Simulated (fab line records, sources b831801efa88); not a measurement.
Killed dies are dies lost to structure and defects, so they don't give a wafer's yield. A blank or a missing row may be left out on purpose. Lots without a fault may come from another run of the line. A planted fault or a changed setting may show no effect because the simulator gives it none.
Which tool did it? | flow gf180mcu | 14 lots, 42 wafers sampled, at 4 steps of a route of 602

WHAT THE GAUGES READ, wafer by wafer
The record holds no reading of a measuring or inspecting step that can be judged against a usual standard deviation.

WHICH TOOL RAN EACH LOT (tool, then ch and the chambers of the sampled wafers, then the start)
lot  | GF_V3_CVD_23                  | GF_M4_PEB_12                      | GF_V4_CVD_23                  | GF_MIM_SPUTTER_02
L466 | cvd_w-02 ch 1, day 22 10:56   | litho_track-03 ch 0, day 23 09:40 | cvd_w-01 ch 0, day 24 09:43   | pvd_sputter-04, day 24 10:26
L469 | cvd_w-01 ch 0,1, day 23 13:47 | litho_track-04 ch 0, day 24 12:13 | cvd_w-02 ch 0,1, day 25 12:14 | pvd_sputter-03, day 25 12:58
L473 | cvd_w-02 ch 0,1, day 24 20:16 | litho_track-03, day 25 17:22      | -                             | -
L474 | cvd_w-02 ch 0,1, day 25 01:50 | litho_track-02, day 25 23:22      | -                             | -
L475 | cvd_w-01 ch 0,1, day 25 13:53 | litho_track-04 ch 0, day 26 11:07 | cvd_w-01 ch 0,1, day 27 10:20 | pvd_sputter-03, day 27 11:04
L479 | cvd_w-02 ch 0,1, day 26 20:36 | litho_track-02 ch 0, day 27 16:51 | cvd_w-01 ch 0,1, day 28 14:59 | pvd_sputter-01, day 28 15:44
L480 | cvd_w-01 ch 0,1, day 27 03:35 | litho_track-03 ch 0, day 28 00:10 | cvd_w-02 ch 0,1, day 28 22:03 | pvd_sputter-03, day 28 22:46
L481 | cvd_w-02 ch 0,1, day 27 12:55 | litho_track-04 ch 0, day 28 10:28 | cvd_w-01 ch 0,1, day 29 08:32 | pvd_sputter-04, day 29 09:16
L484 | cvd_w-02 ch 0,1, day 28 07:33 | litho_track-03 ch 0, day 29 03:07 | cvd_w-02 ch 0,1, day 30 01:01 | pvd_sputter-03, day 30 01:44
L485 | cvd_w-01 ch 0,1, day 28 13:43 | litho_track-02 ch 0, day 29 09:26 | cvd_w-01 ch 0,1, day 30 06:22 | pvd_sputter-03, day 30 07:05
L486 | cvd_w-01 ch 0,1, day 29 04:32 | litho_track-04 ch 0, day 29 23:25 | cvd_w-02 ch 0,1, day 30 20:38 | pvd_sputter-01, day 30 21:22
L487 | cvd_w-02 ch 0,1, day 29 08:41 | litho_track-02 ch 0, day 30 03:58 | cvd_w-02 ch 0,1, day 31 00:11 | pvd_sputter-03, day 31 00:54
L488 | cvd_w-01 ch 0,1, day 29 18:33 | litho_track-04 ch 0, day 30 13:37 | cvd_w-02 ch 1, day 31 10:12   | pvd_sputter-01, day 31 11:13
L489 | cvd_w-02 ch 0,1, day 29 19:04 | litho_track-02 ch 0, day 30 14:02 | cvd_w-02 ch 0,1, day 31 10:41 | pvd_sputter-01, day 31 11:49
- GF_V3_CVD_23: deposits W, target thk 350 nm, time 104.9 s.
- GF_M4_PEB_12: peb time 90 s.
- GF_V4_CVD_23: deposits W, target thk 350 nm, time 104.9 s.
- GF_MIM_SPUTTER_02: material AlCu, target thk 450 nm, time 23.9 s.

WHAT THE TOOLS THEMSELVES READ (means of the sampled wafers that have a number; where no wafer has one, the mark that the record gives instead)
GF_V3_CVD_23. Usual: heater_power_w 768 W, standard deviation 100; susceptor_temp_C 400.01 C, standard deviation 0.23.
lot  | tool     | heater_power_w (W) | susceptor_temp_C (C) | flag
L466 | cvd_w-02 | 661                | 400.31               |
L469 | cvd_w-01 | 832                | 399.97               |
L473 | cvd_w-02 | 764                | 400.01               |
L474 | cvd_w-02 | 706                | 400.08               |
L475 | cvd_w-01 | 844                | 399.96               |
L479 | cvd_w-02 | 706                | 399.97               |
L480 | cvd_w-01 | 827                | 399.86               |
L481 | cvd_w-02 | 764                | 399.73               |
L484 | cvd_w-02 | 757                | 400.03               |
L485 | cvd_w-01 | 838                | 400.07               |
L486 | cvd_w-01 | 835                | 399.92               |
L487 | cvd_w-02 | 710                | 399.94               |
L488 | cvd_w-01 | 879                | 399.99               |
L489 | cvd_w-02 | 715                | 400.15               |

GF_M4_PEB_12. Usual: chill_plate_temp_C 22.98 C, standard deviation 0.13; exhaust_pa 45.1 Pa, standard deviation 0.87.
lot  | tool           | chill_plate_temp_C (C) | exhaust_pa (Pa) | flag
L466 | litho_track-03 | 23.02                  | 45.4            |
L469 | litho_track-04 | 22.87                  | 44.8            |
L473 | litho_track-03 | -                      | -               | OFF
L474 | litho_track-02 | -                      | -               | OFF
L475 | litho_track-04 | 23.10                  | 44.7            |
L479 | litho_track-02 | 22.82                  | 45.1            |
L480 | litho_track-03 | 23.12                  | 46.7            |
L481 | litho_track-04 | 22.87                  | 45.0            |
L484 | litho_track-03 | 22.79                  | 44.0            |
L485 | litho_track-02 | 23.06                  | 44.7            |
L486 | litho_track-04 | 23.09                  | 45.3            |
L487 | litho_track-02 | 23.12                  | 44.8            |
L488 | litho_track-04 | 22.87                  | 45.5            |
L489 | litho_track-02 | 23.05                  | 46.1            |

GF_V4_CVD_23. Usual: heater_power_w 794 W, standard deviation 90; susceptor_temp_C 399.97 C, standard deviation 0.25.
lot  | tool     | heater_power_w (W) | susceptor_temp_C (C) | flag
L466 | cvd_w-01 | 907                | 399.76               |
L469 | cvd_w-02 | 758                | 399.84               |
L475 | cvd_w-01 | 873                | 400.11               |
L479 | cvd_w-01 | 836                | 399.86               |
L480 | cvd_w-02 | 705                | 400.16               |
L481 | cvd_w-01 | 844                | 400.01               |
L484 | cvd_w-02 | 714                | 400.13               |
L485 | cvd_w-01 | 870                | 399.90               |
L486 | cvd_w-02 | 710                | 400.03               |
L487 | cvd_w-02 | 716                | 399.94               |
L488 | cvd_w-02 | 664                | 399.69               |
L489 | cvd_w-02 | 716                | 400.04               |

GF_MIM_SPUTTER_02. Usual: throttle_valve_pct 30.0 %, standard deviation 0.81.
lot  | tool           | throttle_valve_pct (%) | flag
L466 | pvd_sputter-04 | 30.3                   |
L469 | pvd_sputter-03 | 29.5                   |
L475 | pvd_sputter-03 | 30.4                   |
L479 | pvd_sputter-01 | 30.0                   |
L480 | pvd_sputter-03 | 29.9                   |
L481 | pvd_sputter-04 | 29.9                   |
L484 | pvd_sputter-03 | 30.7                   |
L485 | pvd_sputter-03 | 29.8                   |
L486 | pvd_sputter-01 | 29.7                   |
L487 | pvd_sputter-03 | 30.4                   |
L488 | pvd_sputter-01 | 29.5                   |
L489 | pvd_sputter-01 | 29.1                   |

THE ANSWER, worked out from the rows above alone
Rule: a lot is off if the mean of its wafers that have a number lies more than 3 standard deviations from the usual mean. A lot without any number at a reading at which 4 lots or more have one is off too. The other lots that the step has rows for count as sound. The gauges are gone through in route order, then the tools' own readings, and for those a lot's mean is taken as printed above. The first step at which some lot is off is used, and at that step the reading that is off furthest; a lot without a number counts as furthest.
Off: L473, L474, at GF_M4_PEB_12 (chill_plate_temp_C). Without a number there: L473, L474.
A tool fits if, at that step or a process step before it, it ran every lot that is off, and no sound lot after the first of them. None of those tried fits.

WHAT THE SIMULATOR HAD PUT IN
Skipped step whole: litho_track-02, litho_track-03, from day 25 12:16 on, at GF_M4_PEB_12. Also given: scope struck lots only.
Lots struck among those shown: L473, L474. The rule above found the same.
